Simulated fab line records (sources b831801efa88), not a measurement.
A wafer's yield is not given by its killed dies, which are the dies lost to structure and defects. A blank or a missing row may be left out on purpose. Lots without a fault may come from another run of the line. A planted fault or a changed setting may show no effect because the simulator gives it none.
fab line records	flow sky130
[record] lots = 5	wafers = 15	last-day = 50
route steps=708 shown VIA4@645 METAL5@661
lots untouched by any fault: they come from a run of this same line in which no faults occurred
start-h: the number of hours between the record's first day and the start of the first shown wafer of the lot	wait-h: how many hours have passed since the lot's step before this one	" unchanged from the row above	L1.1+2: a row that stands for several wafers	- value missing, or start not given	* or withheld: withheld	< > ~ a bound
route shown NAME@n: names a module that has steps shown in the file, with the first one's number in the route	usual: the fault-free wafers' mean and standard deviation	same: alike in all rows	chamber/n: place in a boat	sites: the reading at each site	_std_site: standard deviation of those values	_edge_site: mean of outer sites minus mean of inner sites	radius-mm: how far each site lies from the wafer's centre	mask NAME#n: copy n	behind: the most recent tool/chamber to have shaped the wafer	hold: cause of the lot's hold/its duration in hours/its outcome	device: names the non-switching transistor (n, p or np)	end of line: tests run on the same wafers once the route is complete	a step given without rows: its recipe and nothing more	killed: dies that structure and defects cost at the first sort, which is not the same as the wafer's yield	map: the dies of a wafer, with x for killed, . for not killed, _ for no die there
set.NAME: setting as actually run; set.NAME@STEP: the setting as run at that earlier step	model.NAME: the simulator's own value behind a step, which no gauge read
a table for each step, a row for each wafer; lots at some steps of the route
services: from which hour (start-h, from the record's first day; less than 0 if before it) a tool's chamber was out of use, for how many hours, and why
[[steps]]
[step SKY_VIA4_COAT_06]
[recipe] resist = NOVOLAK	spin-rpm = 3000	resist-thk-nm = 1140
lot.wafer	tool	chamber	start-h	wait-h
L074.1+4+5	litho-track-01	0	989.54	0.1
L077.1+3+5	litho-track-02	0	1007.44	0.1
L081.1+2+6	litho-track-02	0	1044.39	0.1
L088.1+2+5	litho-track-02	0	1081.85	0.1
L096.2+4+5	litho-track-02	0	1130.32	0.1
[step SKY_VIA4_SOFTBAKE_07]
[recipe] temp-c = 90	time-s = 60	resist = NOVOLAK
lot.wafer	tool	chamber	start-h	wait-h
L074.1+4+5	litho-track-01	0	989.69	0.1
L077.1+3+5	litho-track-02	0	1007.59	0.1
L081.1+2+6	litho-track-02	0	1044.54	0.1
L088.1+2+5	litho-track-02	0	1082.00	0.1
L096.2+4+5	litho-track-02	0	1130.47	0.1
[step SKY_VIA4_EXPOSE_08]
[recipe] mask-id = VIM4	na = 0.6	source-shape = conventional	sigma-outer = 0.6	polarization = unpolarized	target-cd-nm = 800	dose-mj = 132
[usual] exposure-dose-mJ-cm2 = 132.00/0.13
lot.wafer	tool	chamber	start-h	wait-h	mask	exposure-dose-mJ-cm2
L074.1	iline-stepper-01	0	-	-	VIM4#0	132.05
L074.4	"	0	"	"	VIM4#0	132.18
L074.5	"	0	"	"	VIM4#0	132.02
L077.1	iline-stepper-01	0	-	-	VIM4#0	131.99
L077.3	"	0	"	"	VIM4#0	131.96
L077.5	"	0	"	"	VIM4#0	132.17
L081.1	iline-stepper-02	0	-	-	VIM4#0	132.02
L081.2	"	0	"	"	VIM4#0	132.01
L081.6	"	0	"	"	VIM4#0	131.92
L088.1	iline-stepper-02	0	-	-	VIM4#0	132.18
L088.2	"	0	"	"	VIM4#0	132.12
L088.5	"	0	"	"	VIM4#0	131.85
L096.2	iline-stepper-02	0	-	-	VIM4#0	132.10
L096.4	"	0	"	"	VIM4#0	131.89
L096.5	"	0	"	"	VIM4#0	132.11
[step SKY_VIA4_PEB_09]
[recipe] temp-c = withheld	time-s = *	resist = NOVOLAK
lot.wafer	tool	chamber	start-h	wait-h
L074.1+4+5	litho-track-02	0	-	-
L077.1+3+5	litho-track-04	0	-	-
L081.1+2+6	litho-track-01	0	-	-
L088.1+2+5	litho-track-01	0	-	-
L096.2+4+5	litho-track-02	0	-	-
[step SKY_VIA4_DEVELOP_10]
[recipe] resist = NOVOLAK	developer = TMAH	develop-time-s = 60	dev-temp-c = 23
lot.wafer	tool	chamber	start-h	wait-h
L074.1+4+5	litho-track-02	0	1000.79	0.1
L077.1+3+5	litho-track-04	0	1018.14	0.1
L081.1+2+6	litho-track-01	0	1055.49	0.1
L088.1+2+5	litho-track-01	0	1091.44	0.1
L096.2+4+5	litho-track-02	0	1139.37	0.1
[step SKY_VIA4_OVL_MEAS_11]
[usual] VIA4_OVL = 0.2/1.2
lot.wafer	tool	chamber	start-h	wait-h	VIA4_OVL[nm]
L074.1	overlay-02	-	1000.94	0.1	1.1
L074.4	"	-	"	"	0.6
L074.5	"	-	"	"	-0.2
L077.1	overlay-01	-	1018.29	0.1	0.2
L077.3	"	-	"	"	-1.7
L077.5	"	-	"	"	-0.2
L081.1	overlay-02	-	1055.64	0.1	1.3
L081.2	"	-	"	"	-1.1
L081.6	"	-	"	"	-0.7
L088.1	overlay-02	-	1091.59	0.1	-0.3
L088.2	"	-	"	"	0.2
L088.5	"	-	"	"	-0.9
L096.2	overlay-01	-	1139.50	0.1	1.7
L096.4	"	-	"	"	-0.1
L096.5	"	-	"	"	-0.5
[step SKY_VIA4_ETCH_12]
[recipe] target = SiO2	chemistry = C4F8/O2/Ar	stop-on = TiN	mask-material = NOVOLAK	source-w = 1500	bias-w = 1200	pressure-mtorr = 40	c4f8-flow-sccm = withheld	O2_flow_sccm = 6	Ar_flow_sccm = 300	time-s = withheld	target-depth-a = 5800
[usual] oes-product-au = 0.925/0.0046
lot.wafer	tool	chamber	start-h	wait-h	oes-product-au
L074.1	rie-diel-04	0	1000.98	0.0	0.922
L074.4	"	3	"	"	0.929
L074.5	"	2	"	"	0.926
L077.1	rie-diel-04	3	1018.32	0.0	0.928
L077.3	"	2	"	"	0.931
L077.5	"	0	"	"	0.924
L081.1	rie-diel-04	3	1055.67	0.0	0.928
L081.2	"	0	"	"	0.924
L081.6	"	1	"	"	0.922
L088.1	rie-diel-01	3	1091.62	0.0	0.919
L088.2	"	1	"	"	0.926
L088.5	"	1	"	"	0.934
L096.2	rie-diel-02	3	1139.53	0.0	0.928
L096.4	"	2	"	"	0.927
L096.5	"	2	"	"	0.926
[step SKY_VIA4_STRIP_13]
[recipe] chemistry = O2/N2	power-w = 1400	pressure-mtorr = 1500	platen-temp-c = withheld	o2-flow-sccm = 3000	n2-flow-sccm = 300	overash-fraction = 0.5
[usual] drypump-motor-current-A = 6.1/0.44	oes-product-au = 0.709/0.0041	strip-time-to-endpoint-s = 12.81/0.033
lot.wafer	tool	chamber	start-h	wait-h	drypump-motor-current-A	oes-product-au	rf-hours-counter-h	strip-time-to-endpoint-s
L074.1	plasma-asher-01	0	1001.05	-	5.9	0.718	114	12.79
L074.4	"	0	"	"	5.9	0.713	-	12.79
L074.5	"	0	"	"	5.9	0.710	-	12.77
L077.1	plasma-asher-01	0	1018.40	-	6.0	0.715	115	12.83
L077.3	"	1	"	"	5.6	0.718	-	12.77
L077.5	"	1	"	"	5.6	0.722	-	12.85
L081.1	plasma-asher-04	1	1055.74	-	6.7	0.707	27	12.80
L081.2	"	0	"	"	5.4	0.705	27	12.76
L081.6	"	0	"	"	5.4	0.709	-	12.82
L088.1	plasma-asher-03	0	1091.69	-	6.4	0.713	68	12.85
L088.2	"	1	"	"	6.4	0.708	68	12.84
L088.5	"	1	"	"	6.4	0.715	-	12.86
L096.2	plasma-asher-01	1	1139.60	-	5.6	0.711	7	12.82
L096.4	"	0	"	"	6.0	0.711	-	12.83
L096.5	"	1	"	"	5.6	0.705	-	12.78
[step SKY_VIA4_STRIP_14]
[recipe] chemistry = post-etch-residue-remover	time-s = 1200	temp-c = 72.5
lot.wafer	tool	chamber	start-h	wait-h
L074.1+4+5	wet-bench-01	2	1001.15	0.1
L077.1+3+5	wet-bench-01	3	1018.50	0.1
L081.1+2+6	wet-bench-01	1	1055.84	0.1
L088.1+2+5	wet-bench-01	2	1091.79	0.1
L096.2+4+5	wet-bench-01	3	1139.70	0.1
[step SKY_VIA4_CLEAN_15]
[recipe] chemistry = IPA	time-s = 180	temp-c = 25
lot.wafer	tool	chamber	start-h	wait-h
L074.1+4+5	wet-bench-04	3	1001.49	0.0
L077.1+3+5	wet-bench-01	3	1018.84	0.0
L081.1+2+6	wet-bench-02	3	1056.19	0.0
L088.1+2+5	wet-bench-02	1	1092.17	0.0
L096.2+4+5	wet-bench-04	1	1140.05	0.0
[step SKY_VIA4_CLEAN_16]
[recipe] chemistry = O3/DIW	dry = n2-spin
lot.wafer	tool	chamber	start-h	wait-h
L074.1+4+5	wet-bench-01	0	1001.55	0.0
L077.1+3+5	wet-bench-01	3	1018.90	0.0
L081.1+2+6	wet-bench-04	3	1056.24	0.0
L088.1+2+5	wet-bench-04	3	1092.23	0.0
L096.2+4+5	wet-bench-01	3	1140.10	0.0
[step SKY_VIA4_SPUTTER_17]
[recipe] material = TiN	target-thk-nm = 20	chamber-pressure-pa = 5	power-w = 4000	time-s = 80
[usual] chamber-pressure-pa = 5.000/0.01	throttle-valve-pct = 30.2/0.88
lot.wafer	tool	chamber	start-h	wait-h	chamber-pressure-pa	throttle-valve-pct
L074.1	pvd-sputter-02	-	1001.64	0.0	5.011	29.9
L074.4	"	-	"	"	4.994	30.7
L074.5	"	-	"	"	4.998	29.7
L077.1	pvd-sputter-04	-	1018.99	0.0	5.000	31.0
L077.3	"	-	"	"	4.997	30.4
L077.5	"	-	"	"	5.009	30.1
L081.1	pvd-sputter-02	-	1056.34	0.0	5.011	29.6
L081.2	"	-	"	"	4.982	30.0
L081.6	"	-	"	"	5.009	29.8
L088.1	pvd-sputter-03	-	1092.32	0.0	4.989	30.2
L088.2	"	-	"	"	4.997	30.1
L088.5	"	-	"	"	4.980	30.8
L096.2	pvd-sputter-04	-	1140.20	0.0	4.992	27.9
L096.4	"	-	"	"	4.996	30.1
L096.5	"	-	"	"	4.996	27.8
[step SKY_VIA4_CVD_18]
[recipe] material = W	target-thk-nm = 505	time-s = 152.14	temp-c = 400	pressure-torr = 40
[usual] heater-power-w = 869/52
lot.wafer	tool	chamber	start-h	wait-h	heater-power-w
L074.1	cvd-w-02	1	1001.71	0.0	852
L074.4	"	0	"	"	805
L074.5	"	1	"	"	860
L077.1	cvd-w-02	0	1019.05	0.0	806
L077.3	"	0	"	"	830
L077.5	"	0	"	"	805
L081.1	cvd-w-01	1	1056.40	0.0	840
L081.2	"	0	"	"	934
L081.6	"	0	"	"	958
L088.1	cvd-w-02	1	1092.38	0.0	863
L088.2	"	0	"	"	815
L088.5	"	0	"	"	814
L096.2	cvd-w-01	1	1140.26	0.0	830
L096.4	"	1	"	"	840
L096.5	"	1	"	"	812
[step SKY_VIA4_RS_MEAS_19]
[recipe] thk-meas-gauge = four-point-probe	reads = W_of_VIA4_CVD_18+TiN_of_VIA4_SPUTTER_17
[usual] VIA4_W_RS = 0.228/0.0051
lot.wafer	tool	chamber	start-h	wait-h	VIA4_W_RS[ohm/sq]
L074.1	film-metro-01	-	1001.86	0.1	0.220
L074.4	"	-	"	"	0.223
L074.5	"	-	"	"	0.217
L077.1	film-metro-03	-	1019.20	0.1	0.226
L077.3	"	-	"	"	0.227
L077.5	"	-	"	"	0.229
L081.1	film-metro-03	-	1056.55	0.1	0.232
L081.2	"	-	"	"	0.228
L081.6	"	-	"	"	0.227
L088.1	film-metro-01	-	1092.53	0.1	0.220
L088.2	"	-	"	"	0.229
L088.5	"	-	"	"	0.230
L096.2	film-metro-03	-	1140.43	0.1	0.236
L096.4	"	-	"	"	0.236
L096.5	"	-	"	"	0.234
[step SKY_VIA4_THK_MEAS_20]
[recipe] thk-meas-gauge = xrf	reads = W_of_VIA4_CVD_18
[usual] VIA4_W_THK = 497/13
lot.wafer	tool	chamber	start-h	wait-h	VIA4_W_THK[nm]
L074.1	film-metro-01	-	1001.98	0.1	516
L074.4	"	-	"	"	508
L074.5	"	-	"	"	520
L077.1	film-metro-03	-	1019.32	0.1	495
L077.3	"	-	"	"	495
L077.5	"	-	"	"	493
L081.1	film-metro-03	-	1056.67	0.1	480
L081.2	"	-	"	"	490
L081.6	"	-	"	"	494
L088.1	film-metro-01	-	1092.65	0.1	516
L088.2	"	-	"	"	493
L088.5	"	-	"	"	494
L096.2	film-metro-03	-	1140.54	0.1	479
L096.4	"	-	"	"	480
L096.5	"	-	"	"	483
[step SKY_VIA4_CMP_21]
[recipe] stop-on = SiO2	t-overpolish-s = 25	down-force-psi = 3.5	platen-rpm = 60	target-thk-nm = 0	pad-velocity-m-s = 0.94248
[usual] motor-current-A = 10.5/1.3	overpolish-run-s = 24.999/0.0094	time-to-endpoint-s = 123/4.8
lot.wafer	tool	chamber	start-h	wait-h	motor-current-A	overpolish-run-s	time-to-endpoint-s
L074.1	cmp-01	1	1002.09	0.1	9.1	24.987	124
L074.4	"	2	"	"	9.2	24.996	124
L074.5	"	0	"	"	12.4	25.007	123
L077.3	cmp-02	1	1019.57	0.2	11.5	25.001	124
L077.1	"	0	"	"	11.3	25.006	128
L077.5	"	1	"	"	11.6	25.007	121
L081.2	cmp-01	1	1056.73	0.0	9.3	24.990	122
L081.1	"	2	"	"	9.1	24.995	122
L081.6	"	2	"	"	9.1	25.000	123
L088.1	cmp-01	2	1092.71	0.1	9.1	24.989	129
L088.2	"	1	"	"	9.5	24.998	120
L088.5	"	2	"	"	8.4	24.987	125
L096.2	cmp-01	2	1140.64	0.1	8.6	24.994	119
L096.4	"	3	"	"	9.6	24.999	111
L096.5	"	1	"	"	10.0	25.000	117
[step SKY_METAL5_SPUTTER_00]
[recipe] material = Ti	target-thk-nm = 15	power-w = 3000	time-s = 10	chamber-pressure-pa = 0.4
[usual] chamber-pressure-pa = 0.3999/0.00094	throttle-valve-pct = 29.9/1.1
lot.wafer	tool	chamber	start-h	wait-h	chamber-pressure-pa	throttle-valve-pct
L074.1	pvd-sputter-01	-	1002.34	0.2	0.3993	31.0
L074.4	"	-	"	"	0.3991	29.0
L074.5	"	-	"	"	0.4005	30.6
L077.1	pvd-sputter-03	-	1019.87	0.1	0.3998	30.0
L077.3	"	-	"	"	0.4000	30.9
L077.5	"	-	"	"	0.4011	31.0
L081.1	pvd-sputter-01	-	1057.03	0.2	0.4013	27.2
L081.2	"	-	"	"	0.3996	30.8
L081.6	"	-	"	"	0.4011	27.2
L088.1	pvd-sputter-01	-	1093.01	0.2	0.4008	29.4
L088.2	"	-	"	"	0.4000	29.1
L088.5	"	-	"	"	0.3982	30.7
L096.2	pvd-sputter-01	-	1140.89	0.2	0.3992	30.9
L096.4	"	-	"	"	0.4003	29.6
L096.5	"	-	"	"	0.3992	30.8
[step SKY_METAL5_SPUTTER_01]
[recipe] material = TiN	target-thk-nm = 20	power-w = 6500	time-s = 16.7	chamber-pressure-pa = 0.4
[usual] chamber-pressure-pa = 0.4000/0.00079	throttle-valve-pct = 29.9/1.1
lot.wafer	tool	chamber	start-h	wait-h	chamber-pressure-pa	throttle-valve-pct
L074.1	pvd-sputter-01	-	1002.36	0.0	0.4009	30.8
L074.4	"	-	"	"	0.3999	29.2
L074.5	"	-	"	"	0.4003	30.7
L077.1	pvd-sputter-03	-	1019.90	0.0	0.3999	29.9
L077.3	"	-	"	"	0.4005	31.0
L077.5	"	-	"	"	0.4006	30.7
L081.1	pvd-sputter-01	-	1057.05	0.0	0.4007	27.2
L081.2	"	-	"	"	0.3992	30.5
L081.6	"	-	"	"	0.3993	27.1
L088.1	pvd-sputter-01	-	1093.03	0.0	0.4008	29.5
L088.2	"	-	"	"	0.4006	29.1
L088.5	"	-	"	"	0.4007	30.7
L096.2	pvd-sputter-01	-	1140.91	0.0	0.3996	31.2
L096.4	"	-	"	"	0.4000	29.6
L096.5	"	-	"	"	0.4005	30.9
[step SKY_METAL5_SPUTTER_02]
[recipe] material = AlCu	target-thk-nm = 1150	power-w = 10600	time-s = 61.2	chamber-pressure-pa = 0.4
[usual] chamber-pressure-pa = 0.4000/0.00093	throttle-valve-pct = 29.9/1.1
lot.wafer	tool	chamber	start-h	wait-h	chamber-pressure-pa	throttle-valve-pct
L074.1	pvd-sputter-01	-	1002.39	0.0	0.3998	30.7
L074.4	"	-	"	"	0.4007	29.1
L074.5	"	-	"	"	0.3992	30.8
L077.1	pvd-sputter-03	-	1019.92	0.0	0.3991	30.1
L077.3	"	-	"	"	0.3988	30.9
L077.5	"	-	"	"	0.4000	31.1
L081.1	pvd-sputter-01	-	1057.08	0.0	0.3993	27.0
L081.2	"	-	"	"	0.3992	30.8
L081.6	"	-	"	"	0.3992	26.9
L088.1	pvd-sputter-01	-	1093.06	0.0	0.3999	29.4
L088.2	"	-	"	"	0.3993	29.3
L088.5	"	-	"	"	0.4011	30.6
L096.2	pvd-sputter-01	-	1140.94	0.0	0.3996	30.9
L096.4	"	-	"	"	0.4005	29.6
L096.5	"	-	"	"	0.3981	30.8
[step SKY_METAL5_SPUTTER_03]
[recipe] material = Ti	target-thk-nm = 5	power-w = 3000	time-s = 3.3	chamber-pressure-pa = 0.4
[usual] chamber-pressure-pa = 0.4001/0.0007	throttle-valve-pct = 29.9/1.1
lot.wafer	tool	chamber	start-h	wait-h	chamber-pressure-pa	throttle-valve-pct
L074.1	pvd-sputter-01	-	1002.44	0.0	0.4013	30.8
L074.4	"	-	"	"	0.4007	29.0
L074.5	"	-	"	"	0.4001	30.9
L077.1	pvd-sputter-03	-	1019.97	0.0	0.4006	30.1
L077.3	"	-	"	"	0.4009	30.9
L077.5	"	-	"	"	0.4000	31.0
L081.1	pvd-sputter-01	-	1057.13	0.0	0.4004	26.9
L081.2	"	-	"	"	0.3988	30.8
L081.6	"	-	"	"	0.3994	27.0
L088.1	pvd-sputter-01	-	1093.11	0.0	0.4005	29.8
L088.2	"	-	"	"	0.4002	29.1
L088.5	"	-	"	"	0.3995	30.7
L096.2	pvd-sputter-01	-	1140.99	0.0	0.4005	30.8
L096.4	"	-	"	"	0.4011	29.4
L096.5	"	-	"	"	0.3999	30.8
[step SKY_METAL5_SPUTTER_04]
[recipe] material = TiN	target-thk-nm = 70	power-w = 6589	time-s = 58.3	chamber-pressure-pa = 0.4
[usual] chamber-pressure-pa = 0.4000/0.00083	throttle-valve-pct = 29.9/1.1
lot.wafer	tool	chamber	start-h	wait-h	chamber-pressure-pa	throttle-valve-pct
L074.1	pvd-sputter-01	-	1002.45	0.0	0.3989	30.8
L074.4	"	-	"	"	0.3996	29.1
L074.5	"	-	"	"	0.4001	30.8
L077.1	pvd-sputter-03	-	1019.99	0.0	0.3981	30.0
L077.3	"	-	"	"	0.4015	31.0
L077.5	"	-	"	"	0.4014	30.5
L081.1	pvd-sputter-01	-	1057.15	0.0	0.3994	26.8
L081.2	"	-	"	"	0.4003	30.7
L081.6	"	-	"	"	0.4004	27.2
L088.1	pvd-sputter-01	-	1093.13	0.0	0.3977	29.5
L088.2	"	-	"	"	0.3989	29.2
L088.5	"	-	"	"	0.3998	30.8
L096.2	pvd-sputter-01	-	1141.01	0.0	0.3998	30.6
L096.4	"	-	"	"	0.3999	29.6
L096.5	"	-	"	"	0.3994	30.8
[step SKY_METAL5_RS_MEAS_05]
[recipe] thk-meas-gauge = four-point-probe	reads = TiN_of_METAL5_SPUTTER_04+Ti_of_METAL5_SPUTTER_03+AlCu_of_METAL5_SPUTTER_02+TiN_of_METAL5_SPUTTER_01+Ti_of_METAL5_SPUTTER_00
[usual] METAL5_ALCU_RS = 0.0270/0.00037
lot.wafer	tool	chamber	start-h	wait-h	METAL5_ALCU_RS[ohm/sq]
L074.1	film-metro-03	-	1002.50	0.0	0.0267
L074.4	"	-	"	"	0.0271
L074.5	"	-	"	"	0.0269
L077.1	film-metro-01	-	1020.04	0.0	0.0270
L077.3	"	-	"	"	0.0275
L077.5	"	-	"	"	0.0276
L081.1	film-metro-02	-	1057.20	0.0	0.0270
L081.2	"	-	"	"	0.0263
L081.6	"	-	"	"	0.0271
L088.1	film-metro-03	-	1093.18	0.0	0.0269
L088.2	"	-	"	"	0.0270
L088.5	"	-	"	"	0.0269
L096.2	film-metro-02	-	1141.07	0.0	0.0274
L096.4	"	-	"	"	0.0270
L096.5	"	-	"	"	0.0272
[step SKY_METAL5_THK_MEAS_06]
[recipe] thk-meas-gauge = xrf	reads = AlCu_of_METAL5_SPUTTER_02
[usual] METAL5_ALCU_THK = 1141/16
lot.wafer	tool	chamber	start-h	wait-h	METAL5_ALCU_THK[nm]
L074.1	film-metro-03	-	1002.62	0.1	1154
L074.4	"	-	"	"	1128
L074.5	"	-	"	"	1141
L077.1	film-metro-01	-	1020.16	0.1	1147
L077.3	"	-	"	"	1121
L077.5	"	-	"	"	1119
L081.1	film-metro-02	-	1057.32	0.1	1151
L081.2	"	-	"	"	1169
L081.6	"	-	"	"	1141
L088.1	film-metro-03	-	1093.30	0.1	1145
L088.2	"	-	"	"	1138
L088.5	"	-	"	"	1148
L096.2	film-metro-02	-	1141.18	0.1	1124
L096.4	"	-	"	"	1138
L096.5	"	-	"	"	1132
[step SKY_METAL5_DEHYDRATE_07]
[recipe] temp-c = 200	time-s = 60
lot.wafer	tool	chamber	start-h	wait-h
L074.1+4+5	litho-track-03	0	1013.78	11.1
L077.1+3+5	litho-track-01	0	1031.84	11.7
L081.1+2+6	litho-track-04	0	1066.64	9.3
L088.1+2+5	litho-track-03	0	1103.43	10.1
L096.2+4+5	litho-track-04	0	1149.76	8.6
[step SKY_METAL5_HMDS_08]
[recipe] prime-time-s = 60	prime-temp-c = 120
lot.wafer	tool	chamber	start-h	wait-h
L074.1+4+5	litho-track-03	0	1013.93	0.1
L077.1+3+5	litho-track-01	0	1031.99	0.1
L081.1+2+6	litho-track-04	0	1066.79	0.1
L088.1+2+5	litho-track-03	0	1103.58	0.1
L096.2+4+5	litho-track-04	0	1149.91	0.1
[step SKY_METAL5_COAT_09]
[recipe] resist = NOVOLAK	spin-rpm = 3000	resist-thk-nm = 1800
lot.wafer	tool	chamber	start-h	wait-h
L074.1+4+5	litho-track-03	0	1014.08	0.1
L077.1+3+5	litho-track-01	0	1032.14	0.1
L081.1+2+6	litho-track-04	0	1066.94	0.1
L088.1+2+5	litho-track-03	0	1103.73	0.1
L096.2+4+5	litho-track-04	0	1150.06	0.1
[step SKY_METAL5_SOFTBAKE_10]
[recipe] temp-c = 90	time-s = 60	resist = NOVOLAK
lot.wafer	tool	chamber	start-h	wait-h
L074.1+4+5	litho-track-03	0	1014.23	0.1
L077.1+3+5	litho-track-01	0	1032.29	0.1
L081.1+2+6	litho-track-04	0	1067.09	0.1
L088.1+2+5	litho-track-03	0	1103.88	0.1
L096.2+4+5	litho-track-04	0	1150.21	0.1
[step SKY_METAL5_EXPOSE_11]
[recipe] mask-id = MM5	na = 0.6	source-shape = conventional	sigma-outer = 0.6	polarization = unpolarized	target-cd-nm = 1600	dose-mj = 190
[usual] exposure-dose-mJ-cm2 = 189.97/0.18
lot.wafer	tool	chamber	start-h	wait-h	mask	exposure-dose-mJ-cm2
L074.1	iline-stepper-02	0	-	-	MM5#0	189.70
L074.4	"	0	"	"	MM5#0	190.02
L074.5	"	0	"	"	MM5#0	189.70
L077.1	iline-stepper-01	0	-	-	MM5#0	189.92
L077.3	"	0	"	"	MM5#0	190.25
L077.5	"	0	"	"	MM5#0	190.13
L081.1	iline-stepper-01	0	-	-	MM5#0	190.13
L081.2	"	0	"	"	MM5#0	190.16
L081.6	"	0	"	"	MM5#0	190.01
L088.1	iline-stepper-02	0	-	-	MM5#0	190.22
L088.2	"	0	"	"	MM5#0	189.92
L088.5	"	0	"	"	MM5#0	190.16
L096.2	iline-stepper-02	0	-	-	MM5#0	189.82
L096.4	"	0	"	"	MM5#0	189.97
L096.5	"	0	"	"	MM5#0	189.95
[step SKY_METAL5_PEB_12]
[recipe] temp-c = withheld	time-s = *	resist = NOVOLAK
lot.wafer	tool	chamber	start-h	wait-h
L074.1+4+5	litho-track-01	0	-	-
L077.1+3+5	litho-track-01	0	-	-
L081.1+2+6	litho-track-04	0	-	-
L088.1+2+5	litho-track-04	0	-	-
L096.2+4+5	litho-track-03	0	-	-
[step SKY_METAL5_DEVELOP_13]
[recipe] resist = NOVOLAK	developer = TMAH	develop-time-s = 60	dev-temp-c = 23
lot.wafer	tool	chamber	start-h	wait-h
L074.1+4+5	litho-track-01	0	1024.24	0.1
L077.1+3+5	litho-track-01	0	1042.84	0.1
L081.1+2+6	litho-track-04	0	1077.44	0.1
L088.1+2+5	litho-track-04	0	1112.89	0.1
L096.2+4+5	litho-track-03	0	1158.11	0.1
[step SKY_METAL5_DESCUM_14]
[recipe] chemistry = O2	source-power-w = 150	bias-power-w = 0	pressure-mtorr = 10	temp-c = 40	time-s = 11
[usual] drypump-motor-current-A = 5.66/0.2	oes-product-au = 0.995/0.0077
lot.wafer	tool	chamber	start-h	wait-h	drypump-motor-current-A	oes-product-au	rf-hours-counter-h
L074.1	rie-metal-02	1	1024.39	0.1	5.64	0.992	10
L074.4	"	1	"	"	5.65	0.991	-
L074.5	"	0	"	"	5.52	0.988	-
L077.1	rie-metal-01	1	1042.99	0.1	5.37	1.004	1
L077.3	"	0	"	"	5.97	1.003	-
L077.5	"	0	"	"	5.99	1.002	-
L081.1	rie-metal-04	1	1077.59	0.1	5.96	1.011	12
L081.2	"	0	"	"	5.54	0.997	3
L081.6	"	1	"	"	5.95	0.994	-
L088.1	rie-metal-01	0	1113.04	0.1	5.98	1.010	14
L088.2	"	1	"	"	5.35	1.008	5
L088.5	"	0	"	"	5.99	1.006	-
L096.2	rie-metal-02	0	1158.23	0.1	5.50	0.997	32
L096.4	"	0	"	"	5.50	0.989	-
L096.5	"	1	"	"	5.69	0.992	-
[step SKY_METAL5_METAL_ETCH_15]
[recipe] target-depth-a = 12600	stop-on = SiO2	over-etch-frac = 0.2	time-s = 252	chemistry = Cl2/BCl3	resist-sidewall-deg = 86	pressure-mtorr = 10	icp-w = 900	bias-w = 48.5	Cl2_flow_sccm = 60	bcl3-flow-sccm = 30
[usual] drypump-motor-current-A = 5.66/0.2	oes-product-au = 0.894/0.005	throttle-valve-pct = 22.264/0.0096
lot.wafer	tool	chamber	start-h	wait-h	drypump-motor-current-A	oes-product-au	rf-hours-counter-h	throttle-valve-pct
L074.1	rie-metal-02	1	1024.42	0.0	5.68	0.900	10	22.270
L074.4	"	1	"	"	5.67	0.893	-	22.279
L074.5	"	0	"	"	5.50	0.889	-	22.250
L077.1	rie-metal-01	1	1043.02	0.0	5.39	0.903	1	22.274
L077.3	"	0	"	"	5.97	0.892	-	22.260
L077.5	"	0	"	"	5.94	0.892	-	22.272
L081.1	rie-metal-04	1	1077.62	0.0	5.92	0.897	13	22.272
L081.2	"	0	"	"	5.56	0.888	3	22.272
L081.6	"	1	"	"	5.92	0.900	-	22.256
L088.1	rie-metal-01	0	1113.07	0.0	5.96	0.894	14	22.270
L088.2	"	1	"	"	5.37	0.891	5	22.258
L088.5	"	0	"	"	5.98	0.897	-	22.257
L096.2	rie-metal-02	0	1158.27	0.0	5.50	0.887	32	22.268
L096.4	"	0	"	"	5.49	0.904	-	22.271
L096.5	"	1	"	"	5.67	0.894	-	22.276
[[services]]
tool	chamber	start-h	hours	kind
cvd-w-01	1	974.28	2.7	repair
rie-diel-02	-	975.28	15.5	repair
cvd-w-01	-	977.76	2.4	repair
rie-diel-04	-	978.72	2.8	pm
iline-stepper-02	-	979.55	2.1	pm
cmp-01	-	980.17	2.3	repair
plasma-asher-01	-	1002.24	2.8	pm
cmp-01	-	1008.02	2.6	repair
wet-bench-04	-	1020.16	4.3	repair
cvd-w-02	1	1039.39	17.4	repair
iline-stepper-01	-	1041.21	1.7	pm
rie-metal-02	-	1045.87	0.3	repair
cvd-w-02	0	1048.24	12.3	repair
pvd-sputter-01	-	1049.02	1.7	repair
plasma-asher-01	-	1055.25	9.0	pm
pvd-sputter-01	-	1062.95	0.6	repair
iline-stepper-02	-	1071.63	4.3	pm
iline-stepper-02	-	1079.10	2.5	repair
cmp-01	-	1086.34	1.9	repair
pvd-sputter-03	-	1115.68	1.0	repair
rie-diel-04	2	1116.01	4.8	repair
cvd-w-02	-	1118.59	6.0	pm
iline-stepper-02	-	1132.69	1.7	pm
iline-stepper-01	-	1155.11	2.1	pm
[[key]]
fault none
